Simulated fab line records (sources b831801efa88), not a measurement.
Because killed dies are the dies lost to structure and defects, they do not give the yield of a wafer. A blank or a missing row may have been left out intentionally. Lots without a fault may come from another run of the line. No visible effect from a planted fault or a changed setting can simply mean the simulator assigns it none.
Which of the tools did it?    flow sfq line    7 lots with 21 wafers sampled at 2 steps, on a route of 325 steps

== WHAT THE GAUGES SHOWED, per wafer ==
SFQ_M0_RS_MEAS_904: measures by four-point-probe.
lot   measured      on             M0_NB_RS (ohm/sq)
L824  day 7 10:16   film metro-02  0.863 0.878 0.870
L826  day 8 07:14   film metro-02  0.893 0.868 0.897
L829  day 9 02:40   film metro-02  0.895 0.882 0.893
L833  day 9 19:17   film metro-03  - - -
L839  day 12 08:13  film metro-02  0.885 0.877 0.881
L843  day 13 22:25  film metro-01  0.888 0.881 0.890
L845  day 14 14:57  film metro-03  0.885 0.876 0.876

== WHAT TOOL EACH LOT RAN ON (gives the tool, then ch and the chambers of the sampled wafers, and finally the start) ==
lot   SFQ_TRILAYER_M0_DEP_SPUTTER_019
L824  pvd sputter-05, day 7 10:09
L826  pvd sputter-05, day 8 07:08
L829  pvd sputter-06, day 9 02:34
L833  pvd sputter-05, day 9 19:11
L839  pvd sputter-05, day 12 08:05
L843  pvd sputter-04, day 13 22:19
L845  pvd sputter-05, day 14 14:50
- SFQ_TRILAYER_M0_DEP_SPUTTER_019: material Nb, target thk 200 nm, time 133.3 s.

== THE ANSWER, worked out from the rows above alone ==
Rule: the lots themselves supply what counts as usual. The widest of any qualifying gaps counts: lots, ordered by their means at a reading, are off when they make up no more than a third of the lots, leave a main group of 4 or more, and stand apart from it by 3 or more times the standard deviation of that group's means. A main group whose means are all the same, to the digits that the tables above print for the reading, isn't used. Also off: a lot with no number at a reading for which 4 or more lots have one. Any other lot the step has rows for is counted as sound.
Off: L833, seen at SFQ_M0_RS_MEAS_904 (M0_NB_RS). Without a number there: L833. For the main group the mean is 0.882 ohm/sq and the standard deviation 0.0064.
If a tool, at a process step before that reading, ran all the lots that are off and no sound lot after the first of them, it fits. Gauges at SFQ_M0_RS_MEAS_904: tried the same way as those tools. Of those tried, none fits.

== WHAT THE SIMULATOR HAD INSERTED ==
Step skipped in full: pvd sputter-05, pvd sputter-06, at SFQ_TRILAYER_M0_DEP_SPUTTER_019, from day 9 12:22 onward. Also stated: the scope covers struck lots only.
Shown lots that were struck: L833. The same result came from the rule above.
